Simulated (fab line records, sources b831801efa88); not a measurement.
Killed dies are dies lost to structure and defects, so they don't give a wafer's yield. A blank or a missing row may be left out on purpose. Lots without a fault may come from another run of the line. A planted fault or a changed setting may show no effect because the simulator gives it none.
A struck lot beside a sound one | flow sfq_line | 43 steps out of a route of 325
Sound: wafers L988.1, L988.3, L988.6. Struck: wafers L100.1, L100.3, L100.4. The cause comes at the end.
At each step with rows: each side's tool, then ch and its chambers, then its first start. Under that, the readings that differ: sound wafers | struck wafers | difference of the means | sigmas: that difference in standard deviations of wafers without a fault.
alike: readings whose means differ by less than 2 such deviations, and words and numbers that are the same on both sides. not compared: withheld readings, readings that some wafer has no value for, bounds like >300 that may hide the same value, and numbers for which the record gives no deviation and whose values overlap.
The two part at a step that has a row with sigmas, a row that says differs or no value, or rows on one side only. Numbers that don't overlap but have no deviation are shown without sigmas and don't part them. A reading that every wafer of one side lacks parts them only if that side has two wafers or more.

first, 3 steps without rows for these wafers: SFQ_TRILAYER_M5_LITHO_EXPOSE_124 (exposes mask M5, target cd 700 nm); SFQ_TRILAYER_M5_LITHO_PEB_126 (peb time 60 s); SFQ_TRILAYER_M5_LITHO_DEVELOP_125 (time 60 s).
SFQ_M5_OVL_MEAS_932:
  sound on overlay-01, day 55 03:11; struck on overlay-01, day 62 17:41
  alike: M5_OVL
then, 1 step without rows for these wafers: SFQ_TRILAYER_M5_BARC_OPEN_METAL_ETCH_161 (etches BARC in O2, target depth 125 nm, time 41.7 s).
SFQ_TRILAYER_M5_ETCH_METAL_ETCH_126: etches Nb in Cl2/BCl3, stops on SiO2, time 203.2 s, target depth 265 nm.
  sound on rie_metal-01 ch 0,1, day 55 03:16; struck on rie_metal-01 ch 0,1, day 62 17:47
  alike: drypump_motor_current_A, oes_product_au
  not compared: rf_hours_counter_h
then, 2 steps without rows for these wafers: SFQ_TRILAYER_M5_STRIP_STRIP_127 (strips in O2); SFQ_TRILAYER_M5_STRIP_SOLV_CLEAN_128 (cleans in NMP, time 600 s).
SFQ_TRILAYER_A5B_DEP_PECVD_129: deposits SiO2 from SiH4/N2O, time 133.33 s, target thk 600 nm.
  sound on pecvd-02 ch 0,1,2, day 55 04:14; struck on pecvd-04 ch 1,2, day 62 18:45
  reading            | sound    | struck   | difference | sigmas
  heater_power_w (W) | 71 51 63 | 76 95 98 | +28        | +2
  alike: showerhead_vpp_V, throttle_valve_pct
SFQ_TRILAYER_A5B_CMP_CMP_130: polishes, stops on Nb, target thk 340.7 nm.
  sound on cmp-02 ch 0,1, day 55 10:11; struck on cmp-02 ch 0,2,3, day 63 19:07
  alike: motor_current_A, platen_rpm, slurry_filter_dp_kPa, slurry_flow_ml_min
then, 2 steps without rows for these wafers: SFQ_TRILAYER_A5B_METRO_MEASURE_131; SFQ_TRILAYER_R5_DEP_SPUTTER_132 (material Ti, target thk 5 nm, time 5 s).
SFQ_TRILAYER_R5_DEP_SPUTTER_133: material MoNx, target thk 40 nm, time 66.7 s.
  sound on pvd_sputter-04, day 55 14:24; struck on pvd_sputter-06, day 63 23:20
  reading                                               | sound                | struck               | difference | sigmas
  cathode_dc_power_W (W)                                | 999.89 999.57 999.73 | 1153.5 1153.6 1153.6 | +153.8     | +99 or more
  model.MoNx_of_TRILAYER_R5_DEP_SPUTTER_133.thk_nm (nm) | 39.9 39.5 39.55      | 46.01 46.62 46.23    | +6.64      |
  alike: throttle_valve_pct
then, 1 step without rows for these wafers: SFQ_TRILAYER_R5_DEP_SPUTTER_134 (material Ti, target thk 5 nm, time 5 s).
SFQ_R5_RS_MEAS_933: measures by four-point-probe.
  sound on film_metro-04, day 55 14:29; struck on film_metro-03, day 63 23:25
  reading             | sound          | struck         | difference | sigmas
  R5_MONX_RS (ohm/sq) | 7.10 7.17 7.15 | 6.20 6.13 6.15 | -0.98      | -12
SFQ_R5_THK_MEAS_934: measures by xrf.
  sound on film_metro-04, day 55 14:36; struck on film_metro-03, day 63 23:32
  reading          | sound          | struck         | difference | sigmas
  R5_MONX_THK (nm) | 39.0 38.9 38.9 | 45.3 45.7 45.5 | +6.6       | +14
then, 6 steps without rows for these wafers: SFQ_TRILAYER_R5_LITHO_COAT_141 (resist thk 62 nm); SFQ_TRILAYER_R5_LITHO_COAT_136 (resist thk 600 nm); SFQ_TRILAYER_R5_LITHO_SOFTBAKE_140; SFQ_TRILAYER_R5_LITHO_EXPOSE_137 (exposes mask R5, target cd 500 nm); SFQ_TRILAYER_R5_LITHO_PEB_139 (peb time 60 s); SFQ_TRILAYER_R5_LITHO_DEVELOP_138 (time 60 s).
-- the record jumps here: 4 days lie between the struck wafers' starts before and after --
SFQ_R5_OVL_MEAS_935:
  sound on overlay-02, day 59 19:22; struck on overlay-01, day 68 07:05
  alike: R5_OVL
SFQ_TRILAYER_R5_BARC_OPEN_METAL_ETCH_177: etches BARC in O2, target depth 125 nm, time 41.7 s.
  sound on rie_metal-03 ch 0,1, day 59 19:24; struck on rie_metal-03 ch 0,1, day 68 07:07
  alike: drypump_motor_current_A, oes_product_au
  not compared: rf_hours_counter_h
SFQ_TRILAYER_R5_ETCH_METAL_ETCH_139: etches the open film in Cl2, stops on SiO2, target depth 60 nm, time 40 s.
  sound on rie_metal-03 ch 0,1, day 59 19:28; struck on rie_metal-03 ch 0,1, day 68 07:11
  reading               | sound             | struck            | difference | sigmas
  oes_product_au (a.u.) | 0.968 0.993 0.976 | 0.959 0.963 0.957 | -0.019     | -3
  alike: drypump_motor_current_A
  not compared: rf_hours_counter_h
then, 9 steps without rows for these wafers: SFQ_TRILAYER_R5_STRIP_STRIP_140 (strips in O2); SFQ_TRILAYER_R5_STRIP_SOLV_CLEAN_141 (cleans in NMP, time 600 s); SFQ_TRILAYER_A5C_DEP_PECVD_142 (deposits SiO2 from SiH4/N2O, time 15.556 s, target thk 70 nm); SFQ_TRILAYER_I5_LITHO_COAT_149 (resist thk 62 nm); SFQ_TRILAYER_I5_LITHO_COAT_144 (resist thk 650 nm); SFQ_TRILAYER_I5_LITHO_SOFTBAKE_148; SFQ_TRILAYER_I5_LITHO_EXPOSE_145 (exposes mask I5, target cd 700 nm); SFQ_TRILAYER_I5_LITHO_PEB_147 (peb time 60 s); SFQ_TRILAYER_I5_LITHO_DEVELOP_146 (time 60 s).
SFQ_I5_OVL_MEAS_936:
  sound on overlay-01, day 61 15:37; struck on overlay-01, day 68 14:17
  alike: I5_OVL
then, 2 steps without rows for these wafers: SFQ_TRILAYER_I5_BARC_OPEN_VIA_ETCH_200 (etches BARC in O2, target depth 125 nm, time 41.7 s); SFQ_TRILAYER_I5_ETCH_VIA_ETCH_147 (etches the open film in CHF3, stops on Nb, target depth 360 nm).
SFQ_TRILAYER_I5_STRIP_STRIP_148: strips in O2.
  sound on rie_metal-03 ch 0,1, day 61 15:50; struck on rie_metal-02 ch 0,1, day 68 14:31
  alike: drypump_motor_current_A, oes_product_au
  not compared: rf_hours_counter_h
then, 4 steps without rows for these wafers: SFQ_TRILAYER_I5_STRIP_SOLV_CLEAN_149 (cleans in NMP, time 600 s); SFQ_TRILAYER_C5_LITHO_COAT_156 (resist thk 62 nm); SFQ_TRILAYER_C5_LITHO_COAT_151 (resist thk 650 nm); SFQ_TRILAYER_C5_LITHO_SOFTBAKE_155.
-- the record jumps here: 12 days lie between the struck wafers' starts before and after --
SFQ_M8_BOW_MEAS_951:
  sound on film_metro-02, day 78 05:09; struck on film_metro-02, day 80 17:37
  reading                 | sound             | struck            | difference | sigmas
  model.etest.r5.ohm_um   | 14.17 14.28 14.28 | 12.27 12.1 12.16  | -2.07      |
  model.etest.c5.link_ohm | 8.049 8.123 8.107 | 7.066 6.979 7.043 | -1.064     |
  model.etest.r5.ohm_sq   | 7.072 7.143 7.134 | 6.133 6.052 6.103 | -1.020     |
  alike: M8_BOW

WHERE THEY PART
First at SFQ_TRILAYER_A5B_DEP_PECVD_129; last, within this record, at SFQ_TRILAYER_R5_ETCH_METAL_ETCH_139. Later steps at which nothing parts them and some readings are alike: SFQ_I5_OVL_MEAS_936, SFQ_TRILAYER_I5_STRIP_STRIP_148, SFQ_M8_BOW_MEAS_951.

WHY: what the simulator had put in
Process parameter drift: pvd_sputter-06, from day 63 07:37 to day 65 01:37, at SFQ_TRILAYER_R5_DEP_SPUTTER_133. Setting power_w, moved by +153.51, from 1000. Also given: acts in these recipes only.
